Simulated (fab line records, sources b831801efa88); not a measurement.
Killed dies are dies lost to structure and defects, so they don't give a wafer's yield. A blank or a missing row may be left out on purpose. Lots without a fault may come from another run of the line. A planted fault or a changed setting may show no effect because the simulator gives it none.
fab line records | flow sky130
record lots=5 wafers=15 last_day=49
route steps=708 shown METAL5@668 PASSIVATION@681 PAD_OPEN@694
lots that met no fault: from a run of the same line without faults
start_h: hours from the record's first day to the start of the lot's first wafer shown | wait_h: hours since the lot's step before | " the same as in the row above | L1.1+2: a row that stands for several wafers | - no value, or no start given | * or withheld: withheld | < > ~ a bound
route shown NAME@n: a module of which the file shows steps, and the number in the route of the first | usual: mean/standard deviation of fault-free wafers | same: alike in all rows | chamber/n: place in a boat | sites: the reading at each site | _std_site: their standard deviation | _edge_site: outer sites' mean less inner sites' | radius_mm: how far each site lies from the wafer's centre | mask NAME#n: copy n | behind: the tool/chamber that last shaped the wafer | hold: why the lot was held/for how many hours/how that ended | device: the transistor (n, p or np) that didn't switch | end of line: the same wafers' tests at the end of the route | a step without rows: its recipe alone | killed: dies lost to structure and defects at the first sort, not the wafer's yield | map: a wafer's dies, x killed, . not, _ none there
set.NAME: the setting as run; set.NAME@STEP: as run at that earlier step | model.NAME: the simulator's own value behind a step, which no gauge read
lots at some steps of the route; a table a step, a row a wafer
services: from which hour (start_h, from the record's first day; less than 0 if before it) a tool's chamber was out of use, for how many hours, and why
## steps
# step SKY_METAL5_DEHYDRATE_07
# recipe temp_c=200 time_s=60
# same time_s=60
# columns lot.wafer tool chamber start_h wait_h
L078.1+2+4 litho_track-01 0 1048.25 9.8
L082.1+3+4 litho_track-03 0 1073.35 9.0
L083.1+2+6 litho_track-03 0 1075.30 9.1
L091.1+4+6 litho_track-03 0 1124.35 9.0
L092.1+2+4 litho_track-03 0 1134.75 8.9
# step SKY_METAL5_HMDS_08
# recipe prime_time_s=60 prime_temp_c=120
# usual prime_temp_c=119.99/0.12
# columns lot.wafer tool chamber start_h wait_h prime_temp_c
L078.1 litho_track-01 0 1048.40 0.1 120.12
L078.2 " 0 " " 120.00
L078.4 " 0 " " 120.11
L082.1 litho_track-03 0 1073.50 0.1 120.17
L082.3 " 0 " " 120.29
L082.4 " 0 " " 120.13
L083.1 litho_track-03 0 1075.45 0.1 120.01
L083.2 " 0 " " 120.05
L083.6 " 0 " " 120.02
L091.1 litho_track-03 0 1124.50 0.1 120.00
L091.4 " 0 " " 120.11
L091.6 " 0 " " 119.98
L092.1 litho_track-03 0 1134.90 0.1 120.01
L092.2 " 0 " " 120.02
L092.4 " 0 " " 120.20
# step SKY_METAL5_COAT_09
# recipe resist=NOVOLAK spin_rpm=3000 resist_thk_nm=1800
# columns lot.wafer tool chamber start_h wait_h
L078.1+2+4 litho_track-01 0 1048.55 0.1
L082.1+3+4 litho_track-03 0 1073.65 0.1
L083.1+2+6 litho_track-03 0 1075.60 0.1
L091.1+4+6 litho_track-03 0 1124.65 0.1
L092.1+2+4 litho_track-03 0 1135.05 0.1
# step SKY_METAL5_SOFTBAKE_10
# recipe temp_c=90 time_s=60 resist=NOVOLAK
# same time_s=60
# columns lot.wafer tool chamber start_h wait_h
L078.1+2+4 litho_track-01 0 1048.70 0.1
L082.1+3+4 litho_track-03 0 1073.80 0.1
L083.1+2+6 litho_track-03 0 1075.75 0.1
L091.1+4+6 litho_track-03 0 1124.80 0.1
L092.1+2+4 litho_track-03 0 1135.20 0.1
# step SKY_METAL5_EXPOSE_11
# recipe mask_id=MM5 na=0.6 source_shape=conventional sigma_outer=0.6 polarization=unpolarized target_cd_nm=1600 dose_mj=190
# usual exposure_dose_mJ_cm2=190.02/0.16
# columns lot.wafer tool chamber start_h wait_h mask exposure_dose_mJ_cm2
L078.1 iline_stepper-02 0 - - MM5#0 190.16
L078.2 " 0 " " MM5#0 190.21
L078.4 " 0 " " MM5#0 190.05
L082.1 iline_stepper-02 0 - - MM5#0 190.09
L082.3 " 0 " " MM5#0 189.93
L082.4 " 0 " " MM5#0 189.96
L083.1 iline_stepper-01 0 - - MM5#0 189.88
L083.2 " 0 " " MM5#0 190.01
L083.6 " 0 " " MM5#0 190.03
L091.1 iline_stepper-01 0 - - MM5#0 190.30
L091.4 " 0 " " MM5#0 190.08
L091.6 " 0 " " MM5#0 190.06
L092.1 iline_stepper-02 0 - - MM5#0 190.13
L092.2 " 0 " " MM5#0 190.16
L092.4 " 0 " " MM5#0 190.11
# step SKY_METAL5_PEB_12
# recipe temp_c=withheld time_s=* resist=NOVOLAK
# same time_s=*
# columns lot.wafer tool chamber start_h wait_h
L078.1+2+4 litho_track-03 0 - -
L082.1+3+4 litho_track-04 0 - -
L083.1+2+6 litho_track-03 0 - -
L091.1+4+6 litho_track-03 0 - -
L092.1+2+4 litho_track-01 0 - -
# step SKY_METAL5_DEVELOP_13
# recipe resist=NOVOLAK developer=TMAH develop_time_s=60 dev_temp_c=23
# usual developer_temp_C=22.99/0.11
# same develop_time_s=60
# columns lot.wafer tool chamber start_h wait_h developer_temp_C
L078.1 litho_track-03 0 1060.15 0.1 23.33
L078.2 " 0 " " 23.14
L078.4 " 0 " " 22.90
L082.1 litho_track-04 0 1084.86 0.1 22.96
L082.3 " 0 " " 23.20
L082.4 " 0 " " 23.14
L083.1 litho_track-03 0 1086.30 0.1 22.95
L083.2 " 0 " " 22.86
L083.6 " 0 " " 23.05
L091.1 litho_track-03 0 1134.60 0.1 23.11
L091.4 " 0 " " 23.06
L091.6 " 0 " " 23.15
L092.1 litho_track-01 0 1143.65 0.1 23.09
L092.2 " 0 " " 23.21
L092.4 " 0 " " 23.00
# step SKY_METAL5_DESCUM_14
# recipe chemistry=O2 source_power_w=150 bias_power_w=0 pressure_mtorr=10 temp_c=40 time_s=11
# usual drypump_motor_current_A=5.84/0.26 oes_product_au=0.998/0.009
# same time_s=11
# columns lot.wafer tool chamber start_h wait_h drypump_motor_current_A oes_product_au rf_hours_counter_h
L078.1 rie_metal-03 0 1060.30 0.1 5.57 1.010 17
L078.2 " 1 " " 6.44 0.990 12
L078.4 " 1 " " 6.47 0.991 -
L082.1 rie_metal-04 0 1085.01 0.1 5.71 1.001 0
L082.3 " 0 " " 5.71 1.003 -
L082.4 " 1 " " 5.67 1.007 -
L083.1 rie_metal-04 0 1086.45 0.1 5.71 1.003 0
L083.2 " 1 " " 5.69 0.994 19
L083.6 " 0 " " 5.72 1.001 -
L091.1 rie_metal-02 1 1134.75 0.1 5.98 0.996 22
L091.4 " 1 " " 5.99 1.002 -
L091.6 " 0 " " 5.88 0.984 -
L092.1 rie_metal-03 1 1143.80 0.1 6.45 0.996 19
L092.2 " 1 " " 6.44 0.992 -
L092.4 " 1 " " 6.44 0.987 -
# step SKY_METAL5_METAL_ETCH_15
# recipe target_depth_a=12600 stop_on=SiO2 over_etch_frac=0.2 time_s=252 chemistry=Cl2/BCl3 resist_sidewall_deg=86 pressure_mtorr=10 icp_w=900 bias_w=48.5 Cl2_flow_sccm=60 bcl3_flow_sccm=30
# usual drypump_motor_current_A=5.84/0.26 oes_product_au=0.894/0.0053 throttle_valve_pct=22.265/0.01
# same time_s=252
# columns lot.wafer tool chamber start_h wait_h drypump_motor_current_A oes_product_au rf_hours_counter_h throttle_valve_pct
L078.1 rie_metal-03 0 1060.34 0.0 5.56 0.882 17 22.269
L078.2 " 1 " " 6.46 0.892 12 22.275
L078.4 " 1 " " 6.47 0.891 - 22.267
L082.1 rie_metal-04 0 1085.06 0.0 5.70 0.896 0 22.260
L082.3 " 0 " " 5.73 0.899 - 22.245
L082.4 " 1 " " 5.68 0.892 - 22.264
L083.1 rie_metal-04 0 1086.49 0.0 5.73 0.883 0 22.260
L083.2 " 1 " " 5.65 0.895 19 22.263
L083.6 " 0 " " 5.71 0.891 - 22.258
L091.1 rie_metal-02 1 1134.79 0.0 6.00 0.888 22 22.276
L091.4 " 1 " " 6.00 0.895 - 22.272
L091.6 " 0 " " 5.87 0.890 - 22.254
L092.1 rie_metal-03 1 1143.87 0.1 6.44 0.887 19 22.264
L092.2 " 1 " " 6.46 0.891 - 22.280
L092.4 " 1 " " 6.44 0.893 - 22.274
# step SKY_METAL5_STRIP_16
# recipe chemistry=O2/N2 power_w=1400 pressure_mtorr=1500 platen_temp_c=withheld o2_flow_sccm=3000 n2_flow_sccm=300 overash_fraction=0.5
# usual drypump_motor_current_A=5.7/0.61 oes_product_au=0.710/0.0045 strip_time_to_endpoint_s=13.11/0.13
# columns lot.wafer tool chamber start_h wait_h drypump_motor_current_A oes_product_au rf_hours_counter_h strip_time_to_endpoint_s
L078.1 plasma_asher-02 0 1060.57 0.2 6.5 0.708 56 12.92
L078.2 " 1 " " 5.7 0.712 56 13.18
L078.4 " 1 " " 5.7 0.710 - 13.09
L082.1 plasma_asher-01 0 1085.37 0.2 5.0 0.716 98 13.26
L082.3 " 0 " " 5.0 0.716 - 13.06
L082.4 " 1 " " 4.8 0.716 - 13.36
L083.1 plasma_asher-02 1 1086.72 0.2 5.7 0.707 59 13.08
L083.2 " 0 " " 6.6 0.715 59 13.24
L083.6 " 1 " " 5.7 0.710 - 13.14
L091.1 plasma_asher-01 1 1135.02 0.2 4.8 0.708 102 13.20
L091.4 " 0 " " 5.0 0.712 - 13.24
L091.6 " 0 " " 5.0 0.708 - 13.26
L092.1 plasma_asher-02 1 1144.34 0.4 5.8 0.714 64 13.08
L092.2 " 0 " " 6.5 0.708 64 13.15
L092.4 " 0 " " 6.5 0.710 - 13.07
# step SKY_METAL5_STRIP_17
# recipe chemistry=post_etch_residue_remover time_s=1200 temp_c=72.5
# same time_s=1200
# columns lot.wafer tool chamber start_h wait_h
L078.1+2+4 wet_bench-02 1 1060.67 0.1
L082.1+3+4 wet_bench-02 3 1085.47 0.1
L083.1+2+6 wet_bench-03 2 1086.82 0.1
L091.1+4+6 wet_bench-01 0 1135.14 0.1
L092.1+2+4 wet_bench-01 0 1144.44 0.1
# step SKY_METAL5_CLEAN_18
# recipe chemistry=IPA time_s=180 temp_c=25
# same time_s=180
# columns lot.wafer tool chamber start_h wait_h
L078.1+2+4 wet_bench-01 1 1061.05 0.0
L082.1+3+4 wet_bench-03 2 1085.90 0.0
L083.1+2+6 wet_bench-03 1 1087.20 0.0
L091.1+4+6 wet_bench-03 1 1135.48 0.0
L092.1+2+4 wet_bench-01 0 1144.81 0.0
# step SKY_METAL5_CLEAN_19
# recipe chemistry=O3/DIW dry=n2_spin
# columns lot.wafer tool chamber start_h wait_h
L078.1+2+4 wet_bench-03 0 1061.10 0.0
L082.1+3+4 wet_bench-02 1 1086.05 0.1
L083.1+2+6 wet_bench-03 2 1087.26 0.0
L091.1+4+6 wet_bench-01 1 1135.54 0.0
L092.1+2+4 wet_bench-01 0 1144.87 0.0
# step SKY_PASSIVATION_CVD_00
# recipe material=SiO2 target_thk_nm=90 temp_c=400 time_s=withheld rf_w=600
# usual heater_power_w=685/120
# columns lot.wafer tool chamber start_h wait_h heater_power_w
L078.1 pecvd-01 1 1061.20 0.0 591
L078.2 " 0 " " 855
L078.4 " 2 " " 699
L082.1 pecvd-04 2 1086.16 0.0 783
L082.3 " 1 " " 630
L082.4 " 0 " " 768
L083.1 pecvd-04 2 1087.36 0.0 874
L083.2 " 0 " " 787
L083.6 " 2 " " 869
L091.1 pecvd-04 1 1135.63 0.0 684
L091.4 " 1 " " 676
L091.6 " 1 " " 672
L092.1 pecvd-03 1 1144.97 0.0 581
L092.2 " 0 " " 523
L092.4 " 0 " " 531
# step SKY_PASSIVATION_THK_MEAS_01
# recipe reads=SiO2_of_PASSIVATION_CVD_00
# usual PASSIVATION_CVD_00_THK=90.3/1.2
# columns lot.wafer tool chamber start_h wait_h PASSIVATION_CVD_00_THK[nm]
L078.1 film_metro-02 - 1061.22 - 89.2
L078.2 " - " " 88.9
L078.4 " - " " 92.0
L082.1 film_metro-02 - 1086.19 - 91.0
L082.3 " - " " 89.0
L082.4 " - " " 91.8
L083.1 film_metro-02 - 1087.38 - 90.1
L083.2 " - " " 90.6
L083.6 " - " " 90.0
L091.1 film_metro-04 - 1135.67 - 88.5
L091.4 " - " " 89.9
L091.6 " - " " 89.9
L092.1 film_metro-04 - 1144.99 - 90.3
L092.2 " - " " 90.5
L092.4 " - " " 91.1
# step SKY_PASSIVATION_CVD_02
# recipe material=Si3N4 target_thk_nm=540 temp_c=400 time_s=withheld rf_w=450
# usual heater_power_w=722/120
# columns lot.wafer tool chamber start_h wait_h heater_power_w
L078.1 pecvd-03 2 1061.28 0.1 647
L078.2 " 0 " " 545
L078.4 " 1 " " 732
L082.1 pecvd-01 0 1086.25 0.1 879
L082.3 " 1 " " 583
L082.4 " 0 " " 907
L083.1 pecvd-01 1 1087.44 0.1 550
L083.2 " 0 " " 910
L083.6 " 1 " " 597
L091.1 pecvd-03 2 1135.73 0.1 715
L091.4 " 1 " " 743
L091.6 " 0 " " 508
L092.1 pecvd-01 2 1145.05 0.1 821
L092.2 " 0 " " 880
L092.4 " 0 " " 888
# step SKY_PASSIVATION_THK_MEAS_03
# recipe reads=Si3N4_of_PASSIVATION_CVD_02
# usual PASSIVATION_CVD_02_THK=538/8
# columns lot.wafer tool chamber start_h wait_h PASSIVATION_CVD_02_THK[nm]
L078.1 film_metro-04 - 1061.50 - 529
L078.2 " - " " 530
L078.4 " - " " 534
L082.1 film_metro-04 - 1086.47 - 539
L082.3 " - " " 539
L082.4 " - " " 547
L083.1 film_metro-04 - 1087.67 - 546
L083.2 " - " " 534
L083.6 " - " " 551
L091.1 film_metro-04 - 1135.95 - 531
L091.4 " - " " 538
L091.6 " - " " 541
L092.1 film_metro-03 - 1145.28 - 534
L092.2 " - " " 532
L092.4 " - " " 538
# step SKY_PASSIVATION_DEHYDRATE_04
# recipe temp_c=200 time_s=60
# same time_s=60
# columns lot.wafer tool chamber start_h wait_h
L078.1+2+4 litho_track-01 0 1070.80 9.3
L082.1+3+4 litho_track-04 0 1095.46 9.0
L083.1+2+6 litho_track-04 0 1096.46 8.8
L091.1+4+6 litho_track-04 0 1144.16 8.2
L092.1+2+4 litho_track-02 0 1154.18 8.9
# step SKY_PASSIVATION_HMDS_05
# recipe prime_time_s=60 prime_temp_c=120
# usual prime_temp_c=119.95/0.12
# columns lot.wafer tool chamber start_h wait_h prime_temp_c
L078.1 litho_track-01 0 1070.95 0.1 120.03
L078.2 " 0 " " 119.91
L078.4 " 0 " " 120.06
L082.1 litho_track-04 0 1095.61 0.1 119.86
L082.3 " 0 " " 119.86
L082.4 " 0 " " 119.97
L083.1 litho_track-04 0 1096.61 0.1 119.84
L083.2 " 0 " " 119.87
L083.6 " 0 " " 119.81
L091.1 litho_track-04 0 1144.31 0.1 119.91
L091.4 " 0 " " 120.01
L091.6 " 0 " " 119.74
L092.1 litho_track-02 0 1154.33 0.1 119.97
L092.2 " 0 " " 119.93
L092.4 " 0 " " 119.86
# step SKY_PASSIVATION_COAT_06
# recipe spin_rpm=2000 resist_thk_nm=3000
# columns lot.wafer tool chamber start_h wait_h
L078.1+2+4 litho_track-01 0 1071.10 0.1
L082.1+3+4 litho_track-04 0 1095.76 0.1
L083.1+2+6 litho_track-04 0 1096.76 0.1
L091.1+4+6 litho_track-04 0 1144.46 0.1
L092.1+2+4 litho_track-02 0 1154.48 0.1
# step SKY_PASSIVATION_SOFTBAKE_07
# recipe temp_c=110 time_s=withheld
# columns lot.wafer tool chamber start_h wait_h
L078.1+2+4 litho_track-01 0 1071.25 0.1
L082.1+3+4 litho_track-04 0 1095.91 0.1
L083.1+2+6 litho_track-04 0 1096.91 0.1
L091.1+4+6 litho_track-04 0 1144.61 0.1
L092.1+2+4 litho_track-02 0 1154.63 0.1
# step SKY_PASSIVATION_EXPOSE_08
# recipe mask_id=NSM target_cd_nm=3000 na=0.57 dose_mj=260
# usual exposure_dose_mJ_cm2=260.01/0.28
# columns lot.wafer tool chamber start_h wait_h mask exposure_dose_mJ_cm2
L078.1 iline_stepper-01 0 - - NSM#0 260.48
L078.2 " 0 " " NSM#0 260.03
L078.4 " 0 " " NSM#0 260.43
L082.1 iline_stepper-02 0 - - NSM#0 259.64
L082.3 " 0 " " NSM#0 260.10
L082.4 " 0 " " NSM#0 259.73
L083.1 iline_stepper-01 0 - - NSM#0 259.83
L083.2 " 0 " " NSM#0 259.69
L083.6 " 0 " " NSM#0 259.60
L091.1 iline_stepper-02 0 - - NSM#0 259.71
L091.4 " 0 " " NSM#0 260.58
L091.6 " 0 " " NSM#0 260.06
L092.1 iline_stepper-02 0 - - NSM#0 259.90
L092.2 " 0 " " NSM#0 260.12
L092.4 " 0 " " NSM#0 260.13
# step SKY_PASSIVATION_PEB_09
# recipe temp_c=115 time_s=withheld
# columns lot.wafer tool chamber start_h wait_h
L078.1+2+4 litho_track-04 0 - -
L082.1+3+4 litho_track-01 0 - -
L083.1+2+6 litho_track-04 0 - -
L091.1+4+6 litho_track-01 0 - -
L092.1+2+4 litho_track-04 0 - -
# step SKY_PASSIVATION_DEVELOP_10
# recipe develop_time_s=60 dev_temp_c=23
# usual developer_temp_C=22.99/0.1
# same develop_time_s=60
# columns lot.wafer tool chamber start_h wait_h developer_temp_C
L078.1 litho_track-04 0 - - 23.15
L078.2 " 0 " " 23.08
L078.4 " 0 " " 23.09
L082.1 litho_track-01 0 - - 22.98
L082.3 " 0 " " 23.08
L082.4 " 0 " " 22.85
L083.1 litho_track-04 0 - - 22.85
L083.2 " 0 " " 22.95
L083.6 " 0 " " 22.83
L091.1 litho_track-01 0 - - 22.98
L091.4 " 0 " " 23.05
L091.6 " 0 " " 22.91
L092.1 litho_track-04 0 - - 23.18
L092.2 " 0 " " 23.00
L092.4 " 0 " " 23.01
# step SKY_PASSIVATION_ETCH_11
# recipe chemistry=CF4/O2 target_depth_nm=725 stop_on=AlCu source_w=800 bias_w=150 pressure_mtorr=150 cf4_flow_sccm=80 O2_flow_sccm=10 time_s=161.1
# usual drypump_motor_current_A=5.6/0.52 oes_product_au=0.977/0.0076 throttle_valve_pct=5.964/0.009
# same time_s=161.1
# columns lot.wafer tool chamber start_h wait_h drypump_motor_current_A oes_product_au rf_hours_counter_h throttle_valve_pct
L078.1 rie_diel-04 0 1081.61 - 4.8 0.970 22 5.947
L078.2 " 3 " " 5.8 0.969 13 5.961
L078.4 " 0 " " 4.8 0.974 - 5.964
L082.1 rie_diel-02 1 1106.90 - 5.4 0.979 6 5.955
L082.3 " 3 " " 5.1 0.980 30 5.972
L082.4 " 2 " " 5.7 0.979 28 5.962
L083.1 rie_diel-04 3 1107.51 - 5.9 0.982 14 5.968
L083.2 " 1 " " 5.6 0.984 17 5.971
L083.6 " 2 " " 6.7 0.988 - 5.970
L091.1 rie_diel-04 3 1154.25 - 5.9 0.968 16 5.950
L091.4 " 3 " " 5.9 0.975 - 5.973
L091.6 " 1 " " 5.6 0.991 - 5.973
L092.1 rie_diel-02 2 1163.31 - 5.8 0.977 31 5.959
L092.2 " 3 " " 5.1 0.973 32 5.973
L092.4 " 3 " " 5.1 0.978 - 5.968
# step SKY_PASSIVATION_STRIP_12
# recipe chemistry=O2/N2 power_w=1400 pressure_mtorr=1500 platen_temp_c=withheld overash_fraction=0.7 o2_flow_sccm=3000 n2_flow_sccm=300
# usual drypump_motor_current_A=5.5/0.66 oes_product_au=0.661/0.0045 strip_time_to_endpoint_s=31.51/0.14
# columns lot.wafer tool chamber start_h wait_h drypump_motor_current_A oes_product_au rf_hours_counter_h strip_time_to_endpoint_s
L078.1 plasma_asher-02 1 1081.72 0.1 5.7 0.663 58 31.47
L078.2 " 0 " " 6.6 0.663 58 31.48
L078.4 " 1 " " 5.7 0.670 - 31.56
L082.1 plasma_asher-02 1 1107.00 0.1 5.7 0.652 61 31.47
L082.3 " 0 " " 6.5 0.663 - 31.43
L082.4 " 1 " " 5.7 0.661 - 31.56
L083.1 plasma_asher-02 1 1107.62 0.1 5.8 0.657 61 31.48
L083.2 " 0 " " 6.5 0.662 61 31.39
L083.6 " 1 " " 5.7 0.665 - 31.47
L091.1 plasma_asher-01 1 1154.35 0.1 4.8 0.659 104 31.53
L091.4 " 0 " " 5.0 0.668 - 31.68
L091.6 " 0 " " 5.0 0.661 - 31.44
L092.1 plasma_asher-01 0 1163.42 0.1 5.0 0.658 105 31.65
L092.2 " 1 " " 4.8 0.657 105 31.62
L092.4 " 0 " " 5.0 0.656 - 31.72
# step SKY_PAD_OPEN_DEHYDRATE_00
# recipe temp_c=200 time_s=60
# same time_s=60
# columns lot.wafer tool chamber start_h wait_h
L078.1+2+4 litho_track-03 0 1091.15 9.4
L082.1+3+4 litho_track-03 0 1116.35 9.3
L083.1+2+6 litho_track-02 0 1116.48 8.8
L091.1+4+6 litho_track-03 0 1161.70 7.3
L092.1+2+4 litho_track-03 0 1171.95 8.5
# step SKY_PAD_OPEN_HMDS_01
# recipe prime_time_s=60 prime_temp_c=120
# usual prime_temp_c=120.00/0.15
# columns lot.wafer tool chamber start_h wait_h prime_temp_c
L078.1 litho_track-03 0 1091.30 0.1 120.12
L078.2 " 0 " " 120.09
L078.4 " 0 " " 120.02
L082.1 litho_track-03 0 1116.50 0.1 120.07
L082.3 " 0 " " 120.22
L082.4 " 0 " " 119.92
L083.1 litho_track-02 0 1116.63 0.1 119.91
L083.2 " 0 " " 119.92
L083.6 " 0 " " 120.03
L091.1 litho_track-03 0 1161.85 0.1 119.95
L091.4 " 0 " " 120.00
L091.6 " 0 " " 120.12
L092.1 litho_track-03 0 1172.10 0.1 119.86
L092.2 " 0 " " 119.79
L092.4 " 0 " " 119.90
# step SKY_PAD_OPEN_COAT_02
# recipe spin_rpm=2000 resist_thk_nm=3000
# columns lot.wafer tool chamber start_h wait_h
L078.1+2+4 litho_track-03 0 1091.45 0.1
L082.1+3+4 litho_track-03 0 1116.65 0.1
L083.1+2+6 litho_track-02 0 1116.78 0.1
L091.1+4+6 litho_track-03 0 1162.00 0.1
L092.1+2+4 litho_track-03 0 1172.25 0.1
# step SKY_PAD_OPEN_SOFTBAKE_03
# recipe temp_c=110 time_s=withheld
# columns lot.wafer tool chamber start_h wait_h
L078.1+2+4 litho_track-03 0 1091.60 0.1
L082.1+3+4 litho_track-03 0 1116.80 0.1
L083.1+2+6 litho_track-02 0 1116.93 0.1
L091.1+4+6 litho_track-03 0 1162.15 0.1
L092.1+2+4 litho_track-03 0 1172.40 0.1
# step SKY_PAD_OPEN_EXPOSE_04
# recipe mask_id=PDM target_cd_nm=60000 na=0.57 dose_mj=260
# usual exposure_dose_mJ_cm2=260.11/0.25
# columns lot.wafer tool chamber start_h wait_h mask exposure_dose_mJ_cm2
L078.1 iline_stepper-01 0 - - PDM#0 259.78
L078.2 " 0 " " PDM#0 259.87
L078.4 " 0 " " PDM#0 259.65
L082.1 iline_stepper-01 0 - - PDM#0 260.17
L082.3 " 0 " " PDM#0 260.17
L082.4 " 0 " " PDM#0 260.21
L083.1 iline_stepper-02 0 - - PDM#0 259.99
L083.2 " 0 " " PDM#0 259.99
L083.6 " 0 " " PDM#0 259.81
L091.1 iline_stepper-01 0 - - PDM#0 260.14
L091.4 " 0 " " PDM#0 259.97
L091.6 " 0 " " PDM#0 259.71
L092.1 iline_stepper-02 0 - - PDM#0 260.25
L092.2 " 0 " " PDM#0 260.57
L092.4 " 0 " " PDM#0 260.39
# step SKY_PAD_OPEN_PEB_05
# recipe temp_c=115 time_s=withheld
# columns lot.wafer tool chamber start_h wait_h
L078.1+2+4 litho_track-03 0 - -
L082.1+3+4 litho_track-02 0 - -
L083.1+2+6 litho_track-02 0 - -
L091.1+4+6 litho_track-04 0 - -
L092.1+2+4 litho_track-02 0 - -
# step SKY_PAD_OPEN_DEVELOP_06
# recipe develop_time_s=60 dev_temp_c=23
# usual developer_temp_C=22.97/0.11
# same develop_time_s=60
# columns lot.wafer tool chamber start_h wait_h developer_temp_C
L078.1 litho_track-03 0 - - 23.06
L078.2 " 0 " " 23.08
L078.4 " 0 " " 23.06
L082.1 litho_track-02 0 - - 23.07
L082.3 " 0 " " 22.91
L082.4 " 0 " " 23.02
L083.1 litho_track-02 0 - - 23.16
L083.2 " 0 " " 23.09
L083.6 " 0 " " 23.07
L091.1 litho_track-04 0 - - 22.94
L091.4 " 0 " " 23.08
L091.6 " 0 " " 22.98
L092.1 litho_track-02 0 - - 23.01
L092.2 " 0 " " 22.85
L092.4 " 0 " " 22.89
# step SKY_PAD_OPEN_ETCH_07
# recipe chemistry=CF4/O2 target_depth_nm=725 stop_on=AlCu source_w=800 bias_w=150 pressure_mtorr=150 cf4_flow_sccm=80 O2_flow_sccm=10 time_s=161.1
# usual drypump_motor_current_A=5.6/0.41 oes_product_au=0.976/0.008 throttle_valve_pct=5.964/0.0091
# same time_s=161.1
# columns lot.wafer tool chamber start_h wait_h drypump_motor_current_A oes_product_au rf_hours_counter_h throttle_valve_pct
L078.1 rie_diel-01 0 1101.10 - 5.4 0.967 21 5.965
L078.2 " 3 " " 5.4 0.971 21 5.950
L078.4 " 1 " " 6.1 0.973 3 5.968
L082.1 rie_diel-03 0 1126.83 - 5.8 0.987 14 5.968
L082.3 " 1 " " 5.9 0.975 5 5.973
L082.4 " 3 " " 5.9 0.992 17 5.947
L083.1 rie_diel-02 1 1127.18 - 5.4 0.992 7 5.972
L083.2 " 0 " " 5.8 0.971 19 5.971
L083.6 " 3 " " 5.1 0.983 - 5.970
L091.1 rie_diel-03 1 1171.36 - 5.9 0.974 7 5.950
L091.4 " 0 " " 5.8 0.989 16 5.959
L091.6 " 3 " " 6.0 0.982 - 5.958
L092.1 rie_diel-03 0 1180.63 - 5.8 0.974 16 5.965
L092.2 " 2 " " 4.9 0.971 15 5.968
L092.4 " 3 " " 5.9 0.976 19 5.965
# step SKY_PAD_OPEN_STRIP_08
# recipe chemistry=O2/N2 power_w=1400 pressure_mtorr=1500 platen_temp_c=withheld overash_fraction=0.7 o2_flow_sccm=3000 n2_flow_sccm=300
# usual drypump_motor_current_A=5.6/0.52 oes_product_au=0.663/0.0048
# columns lot.wafer tool chamber start_h wait_h drypump_motor_current_A oes_product_au rf_hours_counter_h
L078.1 plasma_asher-01 1 1101.21 0.1 4.8 0.658 99
L078.2 " 0 " " 5.0 0.663 99
L078.4 " 0 " " 5.0 0.661 -
L082.1 plasma_asher-04 1 1126.94 0.1 6.0 0.662 6
L082.3 " 1 " " 6.0 0.666 -
L082.4 " 0 " " 5.6 0.665 -
L083.1 plasma_asher-01 0 1127.29 0.1 5.0 0.664 102
L083.2 " 1 " " 4.8 0.664 102
L083.6 " 1 " " 4.8 0.658 -
L091.1 plasma_asher-03 0 1171.47 0.1 5.5 0.653 44
L091.4 " 1 " " 6.3 0.668 -
L091.6 " 1 " " 6.4 0.667 -
L092.1 plasma_asher-03 1 1180.74 0.1 6.4 0.662 45
L092.2 " 0 " " 5.4 0.663 45
L092.4 " 0 " " 5.4 0.664 -
# step SKY_PAD_OPEN_STRIP_09
# recipe chemistry=post_etch_residue_remover time_s=1200 temp_c=72.5
# same time_s=1200
# columns lot.wafer tool chamber start_h wait_h
L078.1+2+4 wet_bench-04 2 1101.31 0.1
L082.1+3+4 wet_bench-02 3 1127.04 0.1
L083.1+2+6 wet_bench-03 1 1127.39 0.1
L091.1+4+6 wet_bench-04 1 1171.57 0.1
L092.1+2+4 wet_bench-03 3 1180.84 0.1
# step SKY_PAD_OPEN_CLEAN_10
# recipe chemistry=IPA time_s=180 temp_c=25
# same time_s=180
# columns lot.wafer tool chamber start_h wait_h
L078.1+2+4 wet_bench-04 1 1101.65 0.0
L082.1+3+4 wet_bench-02 0 1127.41 0.0
L083.1+2+6 wet_bench-04 2 1127.73 0.0
L091.1+4+6 wet_bench-04 1 1171.91 0.0
L092.1+2+4 wet_bench-04 2 1181.18 0.0
# step SKY_PAD_OPEN_CLEAN_11
# recipe chemistry=O3/DIW dry=n2_spin
# columns lot.wafer tool chamber start_h wait_h
L078.1+2+4 wet_bench-03 3 1101.71 0.0
L082.1+3+4 wet_bench-04 1 1127.47 0.0
L083.1+2+6 wet_bench-04 3 1127.79 0.0
L091.1+4+6 wet_bench-03 3 1171.97 0.0
L092.1+2+4 wet_bench-02 3 1181.24 0.0
# step SKY_PAD_OPEN_ANNEAL_12
# recipe temp_c=400 time_s=withheld ambient=N2/H2 idle_temp_c=300 ramp_up_c_per_min=8 ramp_down_c_per_min=4
# usual spike_tc_upper_C=399.4/1.2 zone_power_top_pct=11.46/0.26
# columns lot.wafer tool chamber start_h wait_h spike_tc_upper_C zone_power_top_pct
L078.1 furnace-01 0 1101.80 0.0 401.2 11.75
L078.2 " 0 " " 400.1 11.81
L078.4 " 0 " " 399.9 11.87
L082.1 furnace-02 0 1127.56 0.0 399.0 11.22
L082.3 " 0 " " 398.8 11.24
L082.4 " 0 " " 397.9 11.34
L083.1 furnace-01 0 1127.88 0.0 400.8 11.98
L083.2 " 0 " " 400.4 11.66
L083.6 " 0 " " 399.3 11.64
L091.1 furnace-01 0 1172.06 0.0 399.6 12.00
L091.4 " 0 " " 398.5 11.70
L091.6 " 0 " " 399.8 11.78
L092.1 furnace-02 0 1181.33 0.0 399.9 11.40
L092.2 " 0 " " 398.8 11.28
L092.4 " 0 " " 397.9 11.05
## services
# columns tool chamber start_h hours kind
rie_diel-03 3 1053.23 6.1 repair
iline_stepper-02 - 1058.26 1.7 pm
rie_metal-03 - 1072.20 2.7 repair
rie_diel-04 1 1075.58 9.9 repair
plasma_asher-02 - 1077.38 2.8 pm
rie_diel-02 0 1078.39 1.9 repair
rie_diel-03 1 1081.83 3.0 repair
pecvd-03 - 1082.49 5.5 pm
furnace-01 - 1092.96 2.9 pm
pecvd-04 - 1099.34 2.8 pm
rie_metal-04 1 1107.58 4.5 repair
rie_diel-02 0 1111.34 10.0 repair
rie_metal-03 0 1126.72 19.9 repair
rie_diel-02 3 1134.14 4.6 repair
iline_stepper-01 - 1136.22 4.4 pm
rie_diel-03 - 1147.01 5.5 repair
rie_diel-04 0 1148.58 16.7 repair
iline_stepper-02 - 1152.57 2.1 pm
rie_diel-02 0 1157.68 9.3 repair
rie_diel-04 3 1157.77 11.8 repair
iline_stepper-01 - 1166.53 8.2 repair
rie_diel-02 0 1171.87 7.1 repair
iline_stepper-01 - 1175.85 1.7 pm
iline_stepper-01 - 1178.73 14.2 repair
## key
fault none
